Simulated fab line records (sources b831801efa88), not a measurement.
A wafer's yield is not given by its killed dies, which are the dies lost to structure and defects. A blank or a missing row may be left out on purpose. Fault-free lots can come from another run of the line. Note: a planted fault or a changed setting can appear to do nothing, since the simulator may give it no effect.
What tool caused it? + flow gf180mcu + Sampling: 7 lots, 21 wafers, 2 of 602 route steps

== WHAT THE GAUGES SHOWED, per wafer ==
GF_LVPWELL_OVL_MEAS_07.
| lot  | measured    | on         | LVPWELL_OVL (nm) |
|------|-------------|------------|------------------|
| L622 | day 4 02:57 | overlay-01 | 1.6 0.3 1.2      |
| L625 | day 6 03:41 | overlay-02 | -0.2 -2.0 -1.9   |
| L627 | day 6 08:18 | overlay-02 | 0.0 0.5 -0.1     |
| L630 | day 6 08:44 | overlay-01 | -0.1 -0.6 -1.8   |
| L632 | day 6 18:35 | overlay-01 | - - -            |
| L634 | day 7 09:24 | overlay-02 | 0.1 -1.0 -1.5    |
| L641 | day 9 08:20 | overlay-02 | 1.4 0.6 0.0      |

== TOOL THAT RAN EACH LOT (tool first, then ch and the chambers of the sampled wafers, then the start) ==
| lot  | GF_LVPWELL_COAT_02               |
|------|----------------------------------|
| L622 | litho track-03 ch 0, day 4 00:31 |
| L625 | litho track-04 ch 0, day 5 20:07 |
| L627 | litho track-04 ch 0, day 6 00:41 |
| L630 | litho track-03 ch 0, day 6 01:50 |
| L632 | litho track-04, day 6 10:41      |
| L634 | litho track-03 ch 0, day 7 01:22 |
| L641 | litho track-03 ch 0, day 8 23:43 |
- GF_LVPWELL_COAT_02: resist thk 3000 nm.

== THE ANSWER, worked out from the rows above alone ==
Rule: the lots themselves supply what counts as usual. Put in order of their means at a reading, lots are off if they are a third of the lots or fewer, leave a main group of 4 or more, and stand apart from it by a gap of 3 or more times the standard deviation of the main group's means; of several such gaps the widest counts. A main group is skipped when, at the precision printed for the reading in the tables above, its means are all equal. Also off: a lot with no number at a reading for which 4 or more lots have one. The other lots that the step has rows for count as sound.
Off: at GF_LVPWELL_OVL_MEAS_07 (LVPWELL_OVL), L632. Without a number there: L632. Mean -0.2 nm and standard deviation 0.87 in the main group.
A tool fits if, at a process step before that reading, it ran every lot that is off, and no sound lot after the first of them. Those tools and the gauges at GF_LVPWELL_OVL_MEAS_07 are tried in the same way. Undecided on this evidence; 2 tools fit (litho track-04 at GF_LVPWELL_COAT_02, overlay-01 at GF_LVPWELL_OVL_MEAS_07).

== WHAT THE SIMULATOR HAD INSERTED ==
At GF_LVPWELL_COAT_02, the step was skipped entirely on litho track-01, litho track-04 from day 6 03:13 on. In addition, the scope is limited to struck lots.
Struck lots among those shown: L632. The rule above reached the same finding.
